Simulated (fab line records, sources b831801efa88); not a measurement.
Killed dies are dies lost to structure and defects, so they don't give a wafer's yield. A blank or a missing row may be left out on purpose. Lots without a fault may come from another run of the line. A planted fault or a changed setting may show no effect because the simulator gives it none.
fab line records | flow sky130
record lots=12 wafers=36 last_day=50
route steps=708 shown CONTACT@414 METAL1@436 VIA1@479
lots that met no fault: from a run of the same line without faults
start_h: hours from the record's first day to the start of the lot's first wafer shown | wait_h: hours since the lot's step before | " the same as in the row above | L1.1+2: a row that stands for several wafers | - no value, or no start given | * or withheld: withheld | < > ~ a bound
route shown NAME@n: a module of which the file shows steps, and the number in the route of the first | usual: mean/standard deviation of fault-free wafers | same: alike in all rows | chamber/n: place in a boat | sites: the reading at each site | _std_site: their standard deviation | _edge_site: outer sites' mean less inner sites' | radius_mm: how far each site lies from the wafer's centre | mask NAME#n: copy n | behind: the tool/chamber that last shaped the wafer | hold: why the lot was held/for how many hours/how that ended | device: the transistor (n, p or np) that didn't switch | end of line: the same wafers' tests at the end of the route | a step without rows: its recipe alone | killed: dies lost to structure and defects at the first sort, not the wafer's yield | map: a wafer's dies, x killed, . not, _ none there
set.NAME: the setting as run; set.NAME@STEP: as run at that earlier step | model.NAME: the simulator's own value behind a step, which no gauge read
steps of the route over a sample of lots; a table a step, a row a wafer
services: from which hour (start_h, from the record's first day; less than 0 if before it) a tool's chamber was out of use, for how many hours, and why
## steps
# step SKY_CONTACT_COAT_08
# recipe resist=BARC temp_c=withheld time_s=withheld spin_rpm=3000 resist_thk_nm=60
# usual dispense_pressure_kPa=50/5.6 spin_speed_rpm=3000.1/2
# columns lot.wafer tool chamber start_h wait_h dispense_pressure_kPa spin_speed_rpm
L972.1 litho_track-03 0 718.11 0.1 56 3002.3
L972.3 " 0 " " 56 3001.1
L972.5 " 0 " " 56 3000.7
L973.2 litho_track-04 0 720.55 0.1 54 3001.0
L973.3 " 0 " " 54 3003.0
L973.5 " 0 " " 54 2999.9
L976.1 litho_track-04 0 749.27 0.1 54 3000.9
L976.4 " 0 " " 54 2998.4
L976.6 " 0 " " 54 3000.8
L977.2 litho_track-01 0 760.20 0.1 43 2998.9
L977.4 " 0 " " 43 3000.6
L977.5 " 0 " " 43 2999.0
L978.2 litho_track-01 0 766.40 0.1 43 2998.7
L978.3 " 0 " " 43 3002.6
L978.5 " 0 " " 43 3000.0
L979.1 litho_track-04 0 767.52 0.1 54 3000.9
L979.3 " 0 " " 54 2998.4
L979.6 " 0 " " 54 2999.4
L981.2 litho_track-04 0 804.60 0.1 54 2999.8
L981.3 " 0 " " 54 2999.2
L981.5 " 0 " " 54 2996.2
L980.1 litho_track-01 0 805.43 0.1 43 3000.0
L980.2 " 0 " " 43 3002.9
L980.5 " 0 " " 43 2998.7
L982.1 litho_track-04 0 807.67 0.1 54 2999.9
L982.2 " 0 " " 54 2997.9
L982.5 " 0 " " 54 2994.8
L984.2 litho_track-03 0 813.04 0.1 56 3000.8
L984.3 " 0 " " 56 3001.4
L984.5 " 0 " " 56 3000.6
L992.2 litho_track-04 0 864.25 0.1 54 2737.2
L992.3 " 0 " " 54 2731.6
L992.4 " 0 " " 54 2732.3
L994.1 litho_track-04 0 883.13 0.1 54 2738.9
L994.3 " 0 " " 54 2740.1
L994.4 " 0 " " 54 2736.4
# step SKY_CONTACT_OVL_MEAS_15
# usual CONTACT_OVL=4/5.3
# columns lot.wafer tool chamber start_h wait_h CONTACT_OVL[nm]
L972.1 overlay-01 - 732.18 0.1 1
L972.3 " - " " 5
L972.5 " - " " 9
L973.2 overlay-01 - 734.85 0.1 15
L973.3 " - " " 10
L973.5 " - " " 3
L976.1 overlay-01 - 763.32 0.1 9
L976.4 " - " " 13
L976.6 " - " " 5
L977.2 overlay-01 - 773.81 0.1 7
L977.4 " - " " 2
L977.5 " - " " 13
L978.2 overlay-02 - 780.39 0.1 -2
L978.3 " - " " 8
L978.5 " - " " 3
L979.1 overlay-02 - 781.75 0.1 8
L979.3 " - " " 2
L979.6 " - " " 6
L981.2 overlay-01 - 818.85 0.1 2
L981.3 " - " " -3
L981.5 " - " " 10
L980.1 overlay-02 - 819.24 0.1 10
L980.2 " - " " 9
L980.5 " - " " 5
L982.1 overlay-01 - 821.55 0.1 4
L982.2 " - " " 11
L982.5 " - " " 2
L984.2 overlay-02 - 826.66 0.1 1
L984.3 " - " " -5
L984.5 " - " " 0
L992.2 overlay-02 - 877.31 0.1 16
L992.3 " - " " 6
L992.4 " - " " 7
L994.1 overlay-01 - 897.24 0.1 2
L994.3 " - " " 12
L994.4 " - " " 5
# step SKY_CONTACT_ETCH_16
# recipe chemistry=N2/H2 target=BARC ion_energy_ev=200 source_w=500 bias_w=100 pressure_mtorr=30 n2_flow_sccm=100 h2_flow_sccm=200 stop_on=SiO2 time_s=45.9 target_depth_a=600
# usual drypump_motor_current_A=5.8/0.38 oes_product_au=0.855/0.0049 rf_fwd_power_W=495.0/1.9 throttle_valve_pct=13.225/0.008
# columns lot.wafer tool chamber start_h wait_h drypump_motor_current_A oes_product_au rf_fwd_power_W rf_hours_counter_h throttle_valve_pct
L972.1 rie_diel-02 1 732.22 0.0 5.7 0.853 496.8 19 13.216
L972.3 " 3 " " 6.0 0.854 497.6 2 13.228
L972.5 " 0 " " 5.5 0.854 496.8 - 13.224
L973.2 rie_diel-04 1 734.88 0.0 5.6 0.852 496.6 15 13.219
L973.3 " 0 " " 5.3 0.855 497.6 22 13.220
L973.5 " 2 " " 6.0 0.860 495.1 - 13.235
L976.1 rie_diel-04 1 763.35 0.0 5.6 0.861 494.5 15 13.226
L976.4 " 3 " " 5.0 0.853 496.2 14 13.230
L976.6 " 1 " " 5.6 0.855 494.5 - 13.204
L977.2 rie_diel-03 3 773.84 0.0 5.9 0.857 495.3 0 13.229
L977.4 " 1 " " 6.3 0.866 497.2 39 13.229
L977.5 " 2 " " 6.3 0.854 492.3 - 13.220
L978.2 rie_diel-02 0 780.42 0.0 5.5 0.858 495.2 11 13.213
L978.3 " 2 " " 5.8 0.852 492.0 5 13.217
L978.5 " 0 " " 5.5 0.854 496.2 - 13.237
L979.1 rie_diel-03 3 781.79 0.0 6.0 0.850 497.4 1 13.230
L979.3 " 1 " " 6.3 0.854 493.7 39 13.223
L979.6 " 0 " " 6.3 0.853 495.5 - 13.227
L981.2 rie_diel-02 1 818.88 0.0 5.7 0.865 494.8 22 13.220
L981.3 " 0 " " 5.5 0.855 495.6 13 13.231
L981.5 " 3 " " 6.0 0.857 494.5 - 13.223
L980.1 rie_diel-04 3 819.27 0.0 5.0 0.863 493.2 16 13.229
L980.2 " 1 " " 5.6 0.855 495.1 17 13.224
L980.5 " 1 " " 5.6 0.861 496.7 - 13.213
L982.1 rie_diel-03 3 821.59 0.0 6.0 0.856 493.9 2 13.233
L982.2 " 0 " " 6.2 0.858 494.6 32 13.225
L982.5 " 1 " " 6.3 0.857 496.1 - 13.224
L984.2 rie_diel-04 3 826.69 0.0 5.0 0.862 494.6 16 13.231
L984.3 " 0 " " 5.3 0.850 495.3 25 13.212
L984.5 " 3 " " 5.0 0.857 495.8 - 13.231
L992.2 rie_diel-03 0 877.34 0.0 6.2 0.876 493.4 0 13.236
L992.3 " 3 " " 6.0 0.877 496.3 5 13.224
L992.4 " 1 " " 6.3 0.870 495.6 3 13.220
L994.1 rie_diel-02 0 897.27 0.0 5.5 0.879 496.8 15 13.214
L994.3 " 3 " " 6.0 0.882 499.0 6 13.220
L994.4 " 2 " " 5.8 0.873 493.8 8 13.229
# step SKY_METAL1_SPUTTER_02
# recipe material=AlCu target_thk_nm=250 power_w=10600 time_s=13.3 chamber_pressure_pa=0.4
# usual throttle_valve_pct=30.0/1
# columns lot.wafer tool chamber start_h wait_h throttle_valve_pct
L972.1 pvd_sputter-03 - 734.09 0.0 30.0
L972.3 " - " " 29.4
L972.5 " - " " 29.3
L973.2 pvd_sputter-01 - 736.74 0.0 31.5
L973.3 " - " " 29.9
L973.5 " - " " 30.1
L976.1 pvd_sputter-03 - 764.82 0.0 29.8
L976.4 " - " " 29.6
L976.6 " - " " 30.5
L977.2 pvd_sputter-04 - 775.28 0.0 29.8
L977.4 " - " " 27.5
L977.5 " - " " 30.9
L978.2 pvd_sputter-03 - 781.88 0.0 29.2
L978.3 " - " " 30.0
L978.5 " - " " 29.5
L979.1 pvd_sputter-04 - 784.26 0.0 30.0
L979.3 " - " " 30.6
L979.6 " - " " 27.3
L981.2 pvd_sputter-03 - 820.34 0.0 30.6
L981.3 " - " " 30.2
L981.5 " - " " 29.3
L980.1 pvd_sputter-04 - 820.74 0.0 27.7
L980.2 " - " " 31.0
L980.5 " - " " 27.6
L982.1 pvd_sputter-03 - 823.02 0.0 29.4
L982.2 " - " " 30.4
L982.5 " - " " 29.3
L984.2 pvd_sputter-04 - 828.14 0.0 27.2
L984.3 " - " " 31.0
L984.5 " - " " 30.6
L992.2 pvd_sputter-03 - 878.76 0.0 30.0
L992.3 " - " " 29.3
L992.4 " - " " 30.8
L994.1 pvd_sputter-04 - 898.80 0.0 29.4
L994.3 " - " " 27.4
L994.4 " - " " 30.7
# step SKY_VIA1_CVD_21
# recipe material=W target_thk_nm=270 time_s=80.902 temp_c=400 pressure_torr=40
# usual chamber_pressure_Torr=40.00/0.097 heater_power_w=878/54
# columns lot.wafer tool chamber start_h wait_h chamber_pressure_Torr heater_power_w since_wet_clean_h
L972.1 cvd_w-01 0 791.52 0.0 40.06 922 888
L972.3 " 1 " " 40.07 863 -
L972.5 " 1 " " 40.09 851 -
L973.2 cvd_w-02 1 793.56 0.0 39.98 792 390
L973.3 " 0 " " 39.98 912 -
L973.5 " 1 " " 40.01 769 -
L976.1 cvd_w-01 1 820.38 0.0 40.15 870 916
L976.4 " 0 " " 40.03 949 -
L976.6 " 0 " " 40.04 948 -
L977.2 cvd_w-01 1 831.43 0.0 40.03 852 927
L977.4 " 1 " " 39.94 883 -
L977.5 " 1 " " 39.99 836 -
L978.2 cvd_w-01 0 838.81 0.0 40.01 918 935
L978.3 " 1 " " 40.11 856 -
L978.5 " 1 " " 40.13 862 -
L979.1 cvd_w-01 0 841.71 0.0 40.00 931 938
L979.3 " 1 " " 40.05 849 -
L979.6 " 0 " " 39.98 925 -
L981.2 cvd_w-01 0 874.68 0.0 40.16 919 971
L981.3 " 1 " " 39.84 873 -
L981.5 " 0 " " 40.19 907 -
L980.1 cvd_w-02 1 875.63 0.0 40.12 782 472
L980.2 " 0 " " 39.82 904 472
L980.5 " 1 " " 40.05 812 -
L982.1 cvd_w-02 1 877.81 0.0 40.02 796 474
L982.2 " 0 " " 40.16 917 474
L982.5 " 0 " " 40.00 940 -
L984.2 cvd_w-01 1 882.33 0.0 40.03 844 978
L984.3 " 0 " " 40.12 935 -
L984.5 " 0 " " 39.99 904 -
L992.2 cvd_w-01 0 931.93 0.0 40.07 867 14
L992.3 " 1 " " 40.02 904 -
L992.4 " 0 " " 40.06 844 -
L994.1 cvd_w-01 0 950.51 0.0 39.94 829 33
L994.3 " 1 " " 39.86 910 -
L994.4 " 0 " " 40.09 848 -
## services
# columns tool chamber start_h hours kind
pvd_sputter-04 - 700.49 14.8 repair
rie_diel-04 3 706.33 7.6 repair
pvd_sputter-03 0 718.09 - consumable_replace:kit
rie_diel-02 2 739.39 3.7 repair
cvd_w-01 0 739.61 6.1 repair
rie_diel-03 0 750.57 6.8 repair
pvd_sputter-04 - 751.78 2.7 repair
rie_diel-03 2 802.65 51.1 repair
pvd_sputter-03 - 825.22 1.5 repair
rie_diel-04 1 847.79 16.5 repair
rie_diel-02 3 848.95 6.5 repair
cvd_w-02 1 868.27 5.9 repair
cvd_w-01 - 868.61 3.2 repair
pvd_sputter-03 - 873.51 0.6 repair
pvd_sputter-04 - 886.36 7.0 repair
rie_diel-04 1 886.79 6.4 repair
pvd_sputter-01 - 889.57 2.6 repair
cvd_w-01 - 904.00 14.0 pm
cvd_w-01 0 904.00 14.0 vent_cycle
cvd_w-01 1 904.00 14.0 vent_cycle
rie_diel-04 1 914.45 2.8 repair
pvd_sputter-04 - 916.22 3.0 repair
cvd_w-01 0 918.00 - clean
cvd_w-01 1 918.00 - clean
## key
first_sign step=SKY_CONTACT_COAT_08 reading=spin_speed_rpm direction=down sigmas=99+ usual=3000.1 struck=2736.1
effect step=SKY_CONTACT_ETCH_16 reading=oes_product_au direction=up sigmas=4.4 usual=0.855 struck=0.876
met_at SKY_CONTACT_COAT_08
struck_lots L992,L994
tester_left_out L992,L994
not_acting_at SKY_CONTACT_OVL_MEAS_15,SKY_METAL1_SPUTTER_02,SKY_VIA1_CVD_21
onset_between 807.67 864.25
fault kind=process_parameter_drift tool=litho_track-04 chamber=- onset_h=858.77 steps=SKY_CONTACT_COAT_08 channel=spin_rpm offset=-264.53 shape=step end_h=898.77 acts_in=these_recipes_only stated=3000
# tester_left_out: of these lots the tester's yield and bins aren't shown, on N5 and GAA mostly nor the transistor test; their killed dies are dies lost to structure and defects alone, not to doping, threshold or leakage, so they don't give the yield
